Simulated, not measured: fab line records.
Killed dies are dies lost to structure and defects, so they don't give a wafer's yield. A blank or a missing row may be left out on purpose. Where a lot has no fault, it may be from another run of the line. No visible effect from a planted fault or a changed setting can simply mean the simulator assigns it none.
Commonality check across tools    flow gf180mcu    Lots sampled 12, wafers sampled 36

## THE REASON FOR OPENING IT
At GF_HV_LDD_TW_MEAS_38 the reading HV_LDD_3_TW is flagged on 2 of 12 lots. Wafers without a fault read 1445, standard deviation 9.2.
Rule: flag the lot when none of its wafers has a number, or when each of its wafers that has one lies beyond 4 standard deviations from that mean. As for the other lots, they are considered sound.

lot   measured      on             HV_LDD_3_TW, wafer by wafer  flag
L728  day 11 17:01  film-metro-04  1433 1438 1429               
L729  day 11 23:40  film-metro-02  1454 1453 1446               
L732  day 12 23:11  film-metro-04  1428 1437 1431               
L733  day 13 10:50  film-metro-02  1439 1444 1442               
L735  day 13 23:25  film-metro-02  1445 1445 1443               
L737  day 14 15:58  film-metro-04  1432 1433 1427               
L739  day 15 04:55  film-metro-04  1624 1617 1622               FLAGGED
L740  day 16 00:55  film-metro-02  1612 1618 1615               FLAGGED
L746  day 17 17:58  film-metro-03  1440 1442 1440               
L747  day 18 07:04  film-metro-04  1454 1457 1456               
L748  day 18 12:34  film-metro-04  1461 1458 1454               
L749  day 18 16:28  film-metro-03  1434 1439 1446               
The numbers of the flagged lots are 1618 on average: +173 against the usual, or +19 standard deviations.

## EACH LOT AND THE TOOL IT RAN ON
The record holds 1 process step before the reading, out of a route of 602 steps. Cell contents, in order: the tool; ch with the chambers the sampled wafers went through; the start.
lot   flag     GF_HV_LDD_COAT_14
L728           litho-track-04 ch 0, day 10 12:20
L729           litho-track-01 ch 0, day 10 18:27
L732           litho-track-04 ch 0, day 11 17:16
L733           litho-track-01 ch 0, day 12 03:07
L735           litho-track-01 ch 0, day 12 15:39
L737           litho-track-02 ch 0, day 13 08:00
L739  FLAGGED  litho-track-02, day 13 20:24
L740  FLAGGED  litho-track-01, day 14 15:40
L746           litho-track-01 ch 0, day 16 07:19
L747           litho-track-04 ch 0, day 16 18:38
L748           litho-track-01 ch 0, day 17 00:30
L749           litho-track-01 ch 0, day 17 05:09
What the steps here do:
- GF_HV_LDD_COAT_14: resist thk 1000 nm.
- GF_HV_LDD_TW_MEAS_38

## FLAGGED AGAINST TOTAL, ONE TOOL AT A TIME (gauges that did the reading follow at the end)
step                  tool            lots run  flagged  share of the flagged lots  sound lots run after its first flagged lot
GF_HV_LDD_COAT_14     litho-track-01  7         1        some                       3 (L746,L748,L749)
GF_HV_LDD_COAT_14     litho-track-02  2         1        some                       0
GF_HV_LDD_COAT_14     litho-track-04  3         0        none                       -
GF_HV_LDD_TW_MEAS_38  film-metro-02   4         1        some                       0
GF_HV_LDD_TW_MEAS_38  film-metro-03   2         0        none                       -
GF_HV_LDD_TW_MEAS_38  film-metro-04   6         1        some                       2 (L747,L748)

## THE TABLE: WHAT IT ALLOWS
No row of the table ran every flagged lot.

## WHAT HAD BEEN PUT IN BY THE SIMULATOR
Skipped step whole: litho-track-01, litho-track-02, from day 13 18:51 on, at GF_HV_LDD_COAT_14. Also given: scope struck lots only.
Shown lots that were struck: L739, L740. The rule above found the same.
